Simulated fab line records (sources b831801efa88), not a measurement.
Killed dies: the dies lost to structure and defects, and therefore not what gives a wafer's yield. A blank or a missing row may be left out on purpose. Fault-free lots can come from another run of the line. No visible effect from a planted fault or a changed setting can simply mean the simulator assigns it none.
Comparing a struck lot with a sound one ; flow gf180mcu ; 21 out of 602 route steps
Sound: wafers L797.1, L797.2, L797.3. Wafers L799.1, L799.2, L799.4 were the ones struck. The cause comes at the end.
Each step with rows lists, per side, the tool, then ch with its chambers, then its first start. Under that, the readings that differ: sound wafers ; struck wafers ; difference of the means ; sigmas: that difference in standard deviations of wafers without a fault.
alike: readings with means less than 2 such deviations apart, plus words and numbers identical on both sides. not compared: withheld readings, readings lacking a value on some wafer, bounds such as >300 that could conceal the same value, and numbers that have no deviation in the record and whose values overlap.
Wherever a step has rows on one side only, a row that says differs or no value, or a row with sigmas, the two part there. When numbers do not overlap yet have no deviation, they are printed without sigmas and do not part them. A reading missing from all wafers of one side parts the sides only when that side holds two or more wafers.

first, 4 steps without rows for these wafers: GF_VT_IMPLANT_SOFTBAKE_14 (time 60 s); GF_VT_IMPLANT_EXPOSE_15 (exposes mask Nwell LV AREA, target cd 860 nm); GF_VT_IMPLANT_PEB_16; GF_VT_IMPLANT_DEVELOP_17 (develop time 60 s).
GF_VT_IMPLANT_OVL_MEAS_18:
  sound: overlay-02 at day 6 13:08; struck: overlay-01 at day 7 02:19
  alike: VT_IMPLANT_01_OVL
next, for these wafers, 1 step has no rows: GF_VT_IMPLANT_IMPLANT_19.
GF_VT_IMPLANT_STRIP_20: strips in O2/N2.
  sound on plasmaAsher-03 ch 0,1, day 6 13:20; struck on plasmaAsher-04 ch 0,1, day 7 02:31
  alike: drypumpMotorCurrentA, heaterPowerW, n2FlowSccm, oesProductAu, stripTimeToEndpointS
  not compared: rfHoursCounterH
GF_VT_IMPLANT_TW_MEAS_21:
  sound: filmMetro-01 at day 6 13:26; struck: filmMetro-03 at day 7 02:37
  alike: VT_IMPLANT_2_TW
then, 4 steps without rows for these wafers: GF_VT_IMPLANT_DEHYDRATE_22 (time 60 s); GF_VT_IMPLANT_HMDS_23 (prime time 60 s); GF_VT_IMPLANT_COAT_24 (resist thk 1000 nm); GF_VT_IMPLANT_SOFTBAKE_25 (time 60 s).
GF_VT_IMPLANT_EXPOSE_26: exposes mask LVPWELL HV AREA, target cd 860 nm.
  sound on ilineStepper-02 ch 0, day 6 21:00; struck on ilineStepper-01 ch 0, day 7 11:11
reading;sound;struck;difference;sigmas
mask;LVPWELL_HV_AREA#0 LVPWELL_HV_AREA#0 LVPWELL_HV_AREA#0;Nwell_LV_AREA#0 Nwell_LV_AREA#0 Nwell_LV_AREA#0;differs;
then, 2 steps without rows for these wafers: GF_VT_IMPLANT_PEB_27; GF_VT_IMPLANT_DEVELOP_28 (develop time 60 s).
GF_VT_IMPLANT_OVL_MEAS_29:
  sound: overlay-02 at day 7 04:20; struck: overlay-02 at day 7 19:10
reading;sound;struck;difference;sigmas
VT_IMPLANT_02_OVL (nm);-0.8 -0.4 -0.7;- - -;no value on the struck wafers;
next, for these wafers, 1 step has no rows: GF_VT_IMPLANT_IMPLANT_30.
GF_VT_IMPLANT_STRIP_31: strips in O2/N2.
  sound on plasmaAsher-03 ch 0,1, day 7 04:32; struck on plasmaAsher-04 ch 0,1, day 7 19:22
  alike: drypumpMotorCurrentA, heaterPowerW, n2FlowSccm, oesProductAu, stripTimeToEndpointS
  not compared: rfHoursCounterH
GF_VT_IMPLANT_TW_MEAS_32:
  sound: filmMetro-04 at day 7 04:38; struck: filmMetro-03 at day 7 19:28
reading;sound;struck;difference;sigmas
VT_IMPLANT_3_TW;265 264 265;30 30 30;-235;-60
then, 1 step without rows for these wafers: GF_VT_IMPLANT_DEHYDRATE_33 (time 60 s).
-- the record jumps here: 22 days lie between the struck wafers' starts before and after (it left off in module VT_IMPLANT and takes up again in module PASSIVATION, whose first step shown is number 602 of the route) --
GF_PASSIVATION_PROBE_99:
  the record has rows for the struck wafers here (prober-02, day 30 03:27) and none for the sound ones

## WHERE THEY PART
At GF_VT_IMPLANT_EXPOSE_26 first; at GF_PASSIVATION_PROBE_99 last (within this record only).

WHY: what had been put in by the simulator
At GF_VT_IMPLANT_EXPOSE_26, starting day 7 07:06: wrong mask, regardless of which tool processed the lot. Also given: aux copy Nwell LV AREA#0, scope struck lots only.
